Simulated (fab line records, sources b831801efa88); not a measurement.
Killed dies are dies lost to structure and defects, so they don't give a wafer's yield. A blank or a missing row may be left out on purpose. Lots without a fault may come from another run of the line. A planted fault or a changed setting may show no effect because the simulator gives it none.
A struck lot beside a sound one | flow sky130 | 18 steps out of a route of 708
Sound: wafers L347.2, L347.3, L347.6. Struck: wafers L348.2, L348.5, L348.6. The cause comes at the end.
At each step with rows: each side's tool, then ch and its chambers, then its first start. Under that, the readings that differ: sound wafers | struck wafers | difference of the means | sigmas: that difference in standard deviations of wafers without a fault.
alike: readings whose means differ by less than 2 such deviations, and words and numbers that are the same on both sides. not compared: withheld readings, readings that some wafer has no value for, bounds like >300 that may hide the same value, and numbers for which the record gives no deviation and whose values overlap.
The two part at a step that has a row with sigmas, a row that says differs or no value, or rows on one side only. Numbers that don't overlap but have no deviation are shown without sigmas and don't part them. A reading that every wafer of one side lacks parts them only if that side has two wafers or more.

first, 2 steps without rows for these wafers: SKY_GATE_OXIDE_CLEAN_00 (cleans in SC1/SC2, time 150 s); SKY_GATE_OXIDE_OXIDATION_01 (stabilise 600 s, purge 300 s, target thk 10.268 nm).
SKY_GATE_OXIDE_THK_MEAS_02:
  sound on film_metro-03, day 15 20:49; struck on film_metro-01, day 15 22:13
  alike: GATE_OXIDE_OXIDATION_00_THK
then, 7 steps without rows for these wafers: SKY_GATE_OXIDE_DEHYDRATE_03 (time 60 s); SKY_GATE_OXIDE_HMDS_04 (prime time 60 s); SKY_GATE_OXIDE_COAT_05 (resist thk 1140 nm); SKY_GATE_OXIDE_SOFTBAKE_06 (time 60 s); SKY_GATE_OXIDE_EXPOSE_07 (exposes mask LVOM, target cd 600 nm); SKY_GATE_OXIDE_PEB_08; SKY_GATE_OXIDE_DEVELOP_09 (develop time 60 s).
SKY_GATE_OXIDE_OVL_MEAS_10:
  sound on overlay-01, day 16 23:55; struck on overlay-01, day 17 01:37
  alike: GATE_OXIDE_OVL
then, 1 step without rows for these wafers: SKY_GATE_OXIDE_IMPLANT_11.
SKY_GATE_OXIDE_WET_ETCH_12: etches SiO2 in dHF, target depth 16.8 nm, time 336 s.
  sound on wet_bench-01 ch 1, day 17 00:05; struck on wet_bench-01 ch 1, day 17 01:47
  reading                                    | sound             | struck          | difference | sigmas
  run_length_s (s)                           | 361 361 361       | 199 199 199     | -162       | -40
  model.SiO2_of_FIELD_ISO_CVD_24.thk_nm (nm) | 362.1 364.1 364.3 | 373.3 373.5 373 | +9.8       |
SKY_GATE_OXIDE_STRIP_13: strips in O2/N2.
  sound on plasma_asher-03 ch 0,1, day 17 00:11; struck on plasma_asher-03 ch 0,1, day 17 01:53
  alike: drypump_motor_current_A, oes_product_au, strip_time_to_endpoint_s
  not compared: rf_hours_counter_h
SKY_GATE_OXIDE_TW_MEAS_14:
  sound on film_metro-01, day 17 00:18; struck on film_metro-03, day 17 02:00
  alike: GATE_OXIDE_TW
SKY_GATE_OXIDE_CLEAN_15: cleans in SC1/SC2, time 150 s.
  sound on wet_bench-01 ch 1, day 17 00:21; struck on wet_bench-02 ch 1, day 17 02:03
  reading                                    | sound             | struck            | difference | sigmas
  model.SiO2_of_FIELD_ISO_CVD_24.thk_nm (nm) | 361.5 363.4 363.6 | 372.6 372.9 372.3 | +9.8       |
then, 1 step without rows for these wafers: SKY_GATE_OXIDE_OXIDATION_16 (stabilise 600 s, purge 300 s, target thk 3.57 nm).
-- the record jumps here: 31 days lie between the struck wafers' starts before and after (it left off in module GATE_OXIDE and takes up again in module PAD_OPEN, whose first step shown is number 708 of the route) --
SKY_PAD_OPEN_PROBE_99:
  sound on prober-01, day 48 06:15; struck on prober-02, day 48 04:19
  reading             | sound    | struck      | difference | sigmas
  killed_at_contacts  | 23 29 25 | 13 20 11    | -11        | -2
  killed_at_front_end | 22 16 10 | 433 420 430 | +412       | +99 or more
  killed_dies         | 94 97 82 | 492 492 492 | +401       | +43
  killed_on_rim       | 17 18 18 | 96 96 96    | +78        | +19
  alike: killed_at_M0_to_M3, killed_at_M4_up, killed_at_other, killed_open, killed_short

WHERE THEY PART
First at SKY_GATE_OXIDE_WET_ETCH_12; last, within this record, at SKY_PAD_OPEN_PROBE_99.

WHY: what the simulator had put in
Process parameter drift: wet_bench-01, from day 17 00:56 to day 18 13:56, at SKY_GATE_OXIDE_WET_ETCH_12. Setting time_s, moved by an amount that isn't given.
